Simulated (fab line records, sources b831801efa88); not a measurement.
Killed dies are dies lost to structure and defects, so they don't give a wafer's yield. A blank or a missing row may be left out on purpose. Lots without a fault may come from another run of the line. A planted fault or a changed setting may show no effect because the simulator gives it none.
Which tool did it? | flow gf180mcu | 7 lots, 21 wafers sampled, at 1 step of a route of 602

WHAT THE GAUGES READ, wafer by wafer
GF_CONTACT_CD_MEAS_14: target cd 220 nm.
lot  | measured     | on        | cd_nm (nm)
L795 | day 18 18:12 | cd_sem-02 | 221.1 221.2 221.8
L797 | day 19 14:16 | cd_sem-01 | 219.1 217.5 219.1
L801 | day 21 00:36 | cd_sem-01 | 219.5 221.1 219.8
L803 | day 21 18:35 | cd_sem-02 | 218.4 219.3 219.4
L805 | day 22 01:08 | cd_sem-01 | 218.2 219.9 218.3
L807 | day 22 15:32 | cd_sem-02 | 221.0 219.4 221.5
L809 | day 23 06:13 | cd_sem-01 | 217.7 218.9 219.8

WHICH TOOL RAN EACH LOT (tool, then ch and the chambers of the sampled wafers, then the start)
The record holds no process step before these readings.

THE ANSWER, worked out from the rows above alone
Rule: what is usual is taken from the lots themselves. Put in order of their means at a reading, lots are off if they are a third of the lots or fewer, leave a main group of 4 or more, and stand apart from it by a gap of 3 or more times the standard deviation of the main group's means; of several such gaps the widest counts. A main group whose means are all the same, to the digits that the tables above print for the reading, isn't used. A lot without any number at a reading at which 4 lots or more have one is off too. The other lots that the step has rows for count as sound.
No lot is off at any reading shown: from this, nothing can be told.

WHAT THE SIMULATOR HAD PUT IN
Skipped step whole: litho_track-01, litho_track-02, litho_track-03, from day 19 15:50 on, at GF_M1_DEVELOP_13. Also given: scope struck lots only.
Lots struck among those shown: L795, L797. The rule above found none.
